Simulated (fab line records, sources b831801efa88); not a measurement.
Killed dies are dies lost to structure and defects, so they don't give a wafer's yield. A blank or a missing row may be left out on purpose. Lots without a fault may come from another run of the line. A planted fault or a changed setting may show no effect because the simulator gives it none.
Chamber matching | flow gf180mcu | GF_V4_ETCH_16 on rie_diel-01: 3 sister chambers
The step etches BARC in N2/H2. 14 wafers are shown with their chamber, then 5 later ones without.

WAFERS WITH THEIR CHAMBER
wafer  | chamber | throttle_valve_pct (%) | chamber_pressure_mTorr (mTorr) | oes_product_au (a.u.)
L370.1 | 1       | 13.236                 | 30.025                         | 0.855
L370.2 | 0       | 13.218                 | 30.030                         | 0.846
L370.3 | 3       | 13.232                 | 29.977                         | 0.857
L371.1 | 0       | 13.227                 | 30.029                         | 0.859
L371.2 | 1       | 13.229                 | 30.036                         | 0.857
L371.5 | 3       | 13.225                 | 30.029                         | 0.856
L372.2 | 0       | 13.216                 | 30.072                         | 0.860
L372.4 | 1       | 13.212                 | 29.992                         | 0.850
L372.5 | 3       | 13.237                 | 30.002                         | 0.847
L373.2 | 1       | 13.239                 | 29.999                         | 0.861
L373.3 | 3       | 13.231                 | 30.024                         | 0.853
L373.6 | 1       | 13.224                 | 29.978                         | 0.853
L382.2 | 1       | 13.221                 | 29.990                         | 0.852
L382.3 | 0       | 13.220                 | 29.995                         | 0.854

SIGNATURES (means of the wafers above)
reading                | chamber 0 | chamber 1 | chamber 3 | scatter within a chamber
throttle_valve_pct     | 13.22025  | 13.22683  | 13.23125  | 0.00763
chamber_pressure_mTorr | 30.03150  | 30.00333  | 30.00800  | 0.0255
oes_product_au         | 0.85475   | 0.85467   | 0.85325   | 0.00487
Rule: a wafer's distance from a chamber is the root of the sum, over the readings, of the square of ((its reading less the chamber's mean) divided by the reading's scatter). The wafer belongs to the nearest chamber; if the next one is less than 2 further off, it can't be placed. The scatter: the root of (the sum of the squares of (reading less its chamber's mean) over the shown wafers, divided by (wafers less chambers)).

WAFERS WITHOUT THEIR CHAMBER
wafer  | throttle_valve_pct (%) | chamber_pressure_mTorr (mTorr) | oes_product_au (a.u.)
L388.2 | 13.238                 | 29.981                         | 0.851
L388.3 | 13.227                 | 30.002                         | 0.855
L388.5 | 13.236                 | 29.982                         | 0.860
L390.2 | 13.219                 | 30.001                         | 0.854
L390.6 | 13.244                 | 30.018                         | 0.857

WHICH CHAMBER EACH WENT THROUGH
wafer  | from the rows above          | in truth
L388.2 | can't be placed: 3 or 1 or 0 | 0
L388.3 | can't be placed: 1 or 3 or 0 | 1
L388.5 | can't be placed: 1 or 3 or 0 | 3
L390.2 | can't be placed: 1 or 0 or 3 | 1
L390.6 | can't be placed: 3 or 1 or 0 | 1
Placed correctly: 0 of 5. Can't be placed from these rows: 5 (the true chamber is among the candidates in 5). Placed wrongly: 0.
